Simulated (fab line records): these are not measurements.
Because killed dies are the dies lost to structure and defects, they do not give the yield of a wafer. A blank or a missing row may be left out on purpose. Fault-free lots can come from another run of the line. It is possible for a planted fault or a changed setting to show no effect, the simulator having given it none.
Which of the tools did it? + flow gf180mcu + 39 wafers from 13 lots sampled at 4 of the route's 602 steps

## WHAT THE GAUGES SHOWED, per wafer
GF_V5_OVL_MEAS_15.
| lot  | measured     | on         | V5_OVL (nm) |
|------|--------------|------------|-------------|
| L346 | day 27 09:37 | overlay-02 | 13 2 16     |
| L347 | day 27 15:44 | overlay-02 | 11 2 6      |
| L348 | day 28 02:40 | overlay-02 | 2 6 -4      |
| L349 | day 28 08:28 | overlay-01 | 2 -2 -3     |
| L353 | day 29 19:46 | overlay-01 | -5 1 2      |
| L355 | day 30 10:08 | overlay-02 | 6 1 2       |
| L358 | day 31 01:24 | overlay-01 | 5 4 0       |
| L359 | day 31 09:51 | overlay-01 | 6 5 9       |
| L361 | day 32 02:41 | overlay-01 | -3 0 7      |
| L362 | day 32 06:41 | overlay-01 | 6 -3 9      |
| L367 | day 33 09:09 | overlay-01 | -4 0 -7     |
| L368 | day 33 14:38 | overlay-02 | 4 3 -4      |
| L369 | day 33 20:23 | overlay-01 | -1 3 9      |

## EACH LOT AND THE TOOL THAT RAN IT (in order: tool; ch and the chambers of the sampled wafers; start)
| lot  | GF_CONTACT_CVD_02               | GF_MIM_STRIP_20                      | GF_M5_STRIP_11                       |
|------|---------------------------------|--------------------------------------|--------------------------------------|
| L346 | pecvd-04 ch 0,1,2, day 15 07:01 | plasma-asher-02 ch 0,1, day 25 13:50 | plasma-asher-04 ch 0,1, day 26 11:47 |
| L347 | pecvd-03 ch 0,1,2, day 15 13:11 | plasma-asher-04 ch 0,1, day 25 20:17 | plasma-asher-01 ch 0,1, day 26 18:32 |
| L348 | pecvd-04 ch 0,1,2, day 16 00:21 | plasma-asher-03 ch 0,1, day 26 07:46 | plasma-asher-01 ch 0, day 27 05:17   |
| L349 | pecvd-04 ch 0,1,2, day 16 07:18 | plasma-asher-02 ch 1, day 26 14:38   | plasma-asher-04 ch 0,1, day 27 11:41 |
| L353 | pecvd-04 ch 0,1,2, day 17 21:49 | plasma-asher-03 ch 0,1, day 28 03:17 | plasma-asher-01 ch 0,1, day 28 23:51 |
| L355 | pecvd-01 ch 1,2, day 18 20:33   | plasma-asher-03 ch 0,1, day 28 18:29 | plasma-asher-04 ch 0,1, day 29 14:27 |
| L358 | pecvd-03 ch 1,2, day 19 18:28   | plasma-asher-04 ch 0,1, day 29 10:57 | plasma-asher-04 ch 0,1, day 30 06:03 |
| L359 | pecvd-04 ch 0,1,2, day 20 04:10 | plasma-asher-04 ch 0,1, day 29 19:05 | plasma-asher-01 ch 0,1, day 30 13:58 |
| L361 | pecvd-03 ch 0,1,2, day 20 22:41 | plasma-asher-03 ch 0,1, day 30 11:10 | plasma-asher-04 ch 0,1, day 31 04:59 |
| L362 | pecvd-01 ch 0,1,2, day 21 08:48 | plasma-asher-04 ch 0,1, day 30 17:13 | plasma-asher-01 ch 0,1, day 31 11:53 |
| L367 | pecvd-04 ch 0,1,2, day 22 23:44 | plasma-asher-04 ch 0,1, day 31 22:16 | plasma-asher-01 ch 1, day 32 15:50   |
| L368 | pecvd-04 ch 0,1,2, day 23 03:16 | plasma-asher-04 ch 0,1, day 32 04:53 | plasma-asher-01 ch 0,1, day 32 21:40 |
| L369 | pecvd-01 ch 0,1,2, day 23 11:56 | plasma-asher-04 ch 0,1, day 32 09:50 | plasma-asher-01 ch 0,1, day 33 03:11 |
- GF_CONTACT_CVD_02: deposits SiO2 from TEOS, target thk 860 nm, time 95.992 s.
- GF_MIM_STRIP_20: strips in O2/N2.
- GF_M5_STRIP_11: strips in O2/N2.

## WHAT THE TOOLS THEMSELVES READ (means of the sampled wafers that have a number; where no wafer has one, the mark that the record gives instead)
GF_CONTACT_CVD_02.
| lot  | tool     | heater-power-w (W) | rf-fwd-power-W (W) |
|------|----------|--------------------|--------------------|
| L346 | pecvd-04 | 673                | 596.7              |
| L347 | pecvd-03 | 688                | 597.6              |
| L348 | pecvd-04 | 671                | 596.9              |
| L349 | pecvd-04 | 626                | 595.9              |
| L353 | pecvd-04 | 676                | 595.8              |
| L355 | pecvd-01 | 622                | 595.3              |
| L358 | pecvd-03 | 613                | 599.4              |
| L359 | pecvd-04 | 654                | 596.1              |
| L361 | pecvd-03 | 620                | 597.3              |
| L362 | pecvd-01 | 606                | 595.3              |
| L367 | pecvd-04 | 627                | 596.5              |
| L368 | pecvd-04 | 673                | 596.4              |
| L369 | pecvd-01 | 574                | 595.2              |

GF_MIM_STRIP_20.
| lot  | tool            | drypump-motor-current-A (A) | heater-power-w (W) | oes-product-au (a.u.) | strip-time-to-endpoint-s (s) |
|------|-----------------|-----------------------------|--------------------|-----------------------|------------------------------|
| L346 | plasma-asher-02 | 6.1                         | 332                | 0.692                 | 11.16                        |
| L347 | plasma-asher-04 | 5.6                         | 297                | 0.693                 | 11.30                        |
| L348 | plasma-asher-03 | 6.0                         | 343                | 0.692                 | 11.23                        |
| L349 | plasma-asher-02 | 6.1                         | 321                | 0.693                 | 11.20                        |
| L353 | plasma-asher-03 | 6.0                         | 343                | 0.696                 | 11.28                        |
| L355 | plasma-asher-03 | 6.0                         | 336                | 0.693                 | 11.25                        |
| L358 | plasma-asher-04 | 5.6                         | 294                | 0.689                 | 11.22                        |
| L359 | plasma-asher-04 | 5.6                         | 298                | 0.692                 | 11.23                        |
| L361 | plasma-asher-03 | 6.0                         | 343                | 0.694                 | 11.27                        |
| L362 | plasma-asher-04 | 5.5                         | 315                | 0.688                 | 11.19                        |
| L367 | plasma-asher-04 | 5.5                         | 315                | 0.689                 | 11.28                        |
| L368 | plasma-asher-04 | 5.5                         | 310                | 0.694                 | 11.25                        |
| L369 | plasma-asher-04 | 5.5                         | 312                | 0.691                 | 11.21                        |

GF_M5_STRIP_11.
| lot  | tool            | drypump-motor-current-A (A) | heater-power-w (W) | oes-product-au (a.u.) | strip-time-to-endpoint-s (s) |
|------|-----------------|-----------------------------|--------------------|-----------------------|------------------------------|
| L346 | plasma-asher-04 | 5.6                         | 295                | 0.545                 | 7.57                         |
| L347 | plasma-asher-01 | 6.6                         | 302                | 0.540                 | 7.51                         |
| L348 | plasma-asher-01 | 6.7                         | 309                | 0.541                 | 7.51                         |
| L349 | plasma-asher-04 | 5.5                         | 305                | 0.546                 | 7.51                         |
| L353 | plasma-asher-01 | 6.6                         | 301                | 0.545                 | 7.57                         |
| L355 | plasma-asher-04 | 5.5                         | 314                | 0.540                 | 7.47                         |
| L358 | plasma-asher-04 | 5.6                         | 295                | 0.538                 | 7.51                         |
| L359 | plasma-asher-01 | 6.7                         | 302                | 0.540                 | 7.54                         |
| L361 | plasma-asher-04 | 5.6                         | 295                | 0.547                 | 7.48                         |
| L362 | plasma-asher-01 | 6.7                         | 307                | 0.544                 | 7.53                         |
| L367 | plasma-asher-01 | 6.5                         | 304                | 0.546                 | 7.56                         |
| L368 | plasma-asher-01 | 6.7                         | 306                | 0.542                 | 7.49                         |
| L369 | plasma-asher-01 | 6.6                         | 304                | 0.542                 | 7.56                         |

## THE ANSWER, worked out from the rows above alone
Rule: the lots themselves supply what counts as usual. Put in order of their means at a reading, lots are off if they are a third of the lots or fewer, leave a main group of 4 or more, and stand apart from it by a gap of 3 or more times the standard deviation of the main group's means; of several such gaps the widest counts. The tables above print the reading to a certain number of digits; a main group whose means all agree to those digits is not used. Also off: a lot with no number at a reading for which 4 or more lots have one. All remaining lots with rows at the step are treated as sound. Order of review: gauges by route order, followed by the tools' own readings, for which a lot's mean as printed above is used. The first step at which some lot is off is used, and at that step the reading that is off furthest; a lot without a number counts as furthest.
No lot is off at any reading shown: from this, nothing can be told.

## WHAT HAD BEEN PUT IN BY THE SIMULATOR
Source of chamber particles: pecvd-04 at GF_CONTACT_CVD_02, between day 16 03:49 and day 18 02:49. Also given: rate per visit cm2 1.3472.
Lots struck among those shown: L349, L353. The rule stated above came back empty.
